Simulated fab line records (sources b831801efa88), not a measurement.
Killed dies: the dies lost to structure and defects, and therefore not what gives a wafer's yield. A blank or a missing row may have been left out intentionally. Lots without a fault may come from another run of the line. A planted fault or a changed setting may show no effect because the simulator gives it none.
The same fault as seen by 2 desks + flow sky130 + what lay behind the numbers comes last; until then each desk has only its own

TOOL OWNER'S DESK, litho-track-01
The tool's own readings at SKY_SONOS_TUNNEL_DEVELOP_06 (develop time 60 s): means of the sampled wafers that have a number, for each lot that ran on this tool. The brackets show how far a lot's mean lies from the usual mean; more than 4 standard deviations puts the lot out of limits, marked OUT.
Columns: A = resist-line-temp-C at SKY_SONOS_TUNNEL_DEVELOP_06, usual 22.99 C
| lot  | first seen here | A     |
|------|-----------------|-------|
| L623 | day 15 01:11    | 22.97 |
| L624 | day 15 13:37    | 22.95 |
| L626 | day 16 03:34    | 23.13 |
| L627 | day 16 14:56    | 23.05 |
| L631 | day 17 20:41    | 23.14 |
| L632 | day 18 08:29    | 23.10 |
This desk's finding: nothing out of limits on any of the 6 lots.

THE METROLOGY DESK
What the gauges read for every lot (on any tool): the sampled wafers with a number, averaged. The brackets show how far a lot's mean lies from the usual mean; more than 4 standard deviations puts the lot out of limits, marked OUT.
Columns: A = NWELL_01_OVL at SKY_NWELL_OVL_MEAS_23, usual -0.3 nm; B = cd-nm at SKY_SONOS_TUNNEL_CD_MEAS_07, usual 410.8 nm; C = SONOS_TUNNEL_OVL at SKY_SONOS_TUNNEL_OVL_MEAS_08, usual 0.3 nm; D = SONOS_TUNNEL_TW at SKY_SONOS_TUNNEL_TW_MEAS_12, usual 198.3; E = SONOS_ONO_OVL at SKY_SONOS_ONO_OVL_MEAS_14, usual 0.2 nm
| lot  | first seen here | A    | B     | C    | D                      | E    |
|------|-----------------|------|-------|------|------------------------|------|
| L611 | day 5 07:10     | 1.6  | 410.5 | 0.0  | 199.6                  | 1.9  |
| L613 | day 5 22:17     | -1.3 | 408.9 | 0.9  | 196.5                  | -1.1 |
| L616 | day 6 13:34     | 0.5  | 412.8 | -0.2 | 199.4                  | -1.5 |
| L618 | day 7 02:42     | 0.2  | 413.7 | 0.1  | 200.1                  | -0.2 |
| L619 | day 7 06:12     | -1.7 | 412.0 | 2.7  | 200.1                  | 0.9  |
| L620 | day 7 11:08     | -0.5 | 413.6 | 0.1  | 197.0                  | 0.6  |
| L623 | day 8 06:47     | -0.6 | 411.1 | 0.3  | 200.8                  | 0.5  |
| L624 | day 8 15:47     | -2.1 | 410.8 | 1.1  | 200.2                  | -0.0 |
| L626 | day 9 03:56     | -0.4 | 410.4 | 0.5  | 199.2                  | -0.5 |
| L627 | day 9 08:56     | -3.0 | 410.9 | -1.1 | 114.9 (-56) OUT        | 0.2  |
| L631 | day 10 07:47    | -0.1 | -     | -    | 29.9 (-99 or more) OUT | -    |
| L632 | day 10 17:22    | -0.1 | -     | -    | 29.9 (-99 or more) OUT | -    |
Per this desk, out of limits: L627, L631, L632; the first was L627, day 16 15:47 (SONOS_TUNNEL_TW at SKY_SONOS_TUNNEL_TW_MEAS_12). L611, L613, L616, L618, L619, L620, L623, L624, L626 stayed within limits.

PUT TOGETHER
At day 16 15:47 the metrology desk could have sounded an alarm, on L627, L631, L632.
The tool owner's desk saw nothing out of limits.
Tool owner's desk: L627, L631, L632 on record, inside its limits.
The lots listed all ran SKY_SONOS_TUNNEL_DEVELOP_06 on litho-track-01.

WHAT THE SIMULATOR HAD INSERTED
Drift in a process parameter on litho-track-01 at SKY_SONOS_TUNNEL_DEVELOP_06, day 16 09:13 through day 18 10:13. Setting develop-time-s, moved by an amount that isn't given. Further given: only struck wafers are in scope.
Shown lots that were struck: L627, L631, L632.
Per desk, hours elapsed from the start of the fault to the first reading out of limits: for the metrology desk, 7.
